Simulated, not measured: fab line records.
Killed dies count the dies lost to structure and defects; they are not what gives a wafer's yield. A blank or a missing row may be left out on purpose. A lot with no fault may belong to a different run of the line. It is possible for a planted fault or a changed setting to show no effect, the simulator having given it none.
Chamber matching	flow gf180mcu	GF_V4_CMP_26 on cmp-02 has 4 sister chambers
The step polishes, stops on SiO2, t overpolish 15 s, target thk 0 nm. 4 wafers are shown with their chamber, then 7 later ones without.

## EACH WAFER AND ITS CHAMBER
wafer	chamber	overpolish run s (s)
L274.4	0	15.011
L287.6	2	14.981
L288.3	3	15.005
L288.5	1	15.000

## WAFERS MISSING THEIR CHAMBER
wafer	overpolish run s (s)
L288.6	15.015
L290.1	15.001
L290.3	15.007
L290.6	15.002
L293.3	15.008
L293.4	15.003
L293.5	14.995

## WHICH CHAMBER EACH ONE RAN IN
wafer	from the rows above	in truth
L288.6	can't be placed: 0 or 3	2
L290.1	can't be placed: 1 or 3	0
L290.3	can't be placed: 3 or 0 or 1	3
L290.6	can't be placed: 1 or 3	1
L293.3	can't be placed: 3 or 0 or 1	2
L293.4	can't be placed: 3 or 1 or 0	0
L293.5	can't be placed: 1 or 3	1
Correctly placed: 0 of 7. Can't be placed from these rows: 7 (the true chamber is among the candidates in 4). Placed wrongly: 0.
How it was worked out, from the rows above alone: a wafer's distance from a chamber is the root of the sum, over the readings, of the square of ((its reading less the chamber's mean) divided by the reading's scatter). The wafer belongs to the nearest chamber; if the next one is less than 2 further off, it can't be placed. For every chamber, the mean is computed from those of its wafers that are shown. The scatter: root of mean squared gap, hidden wafer to nearest shown wafer, with one shown wafer a chamber.
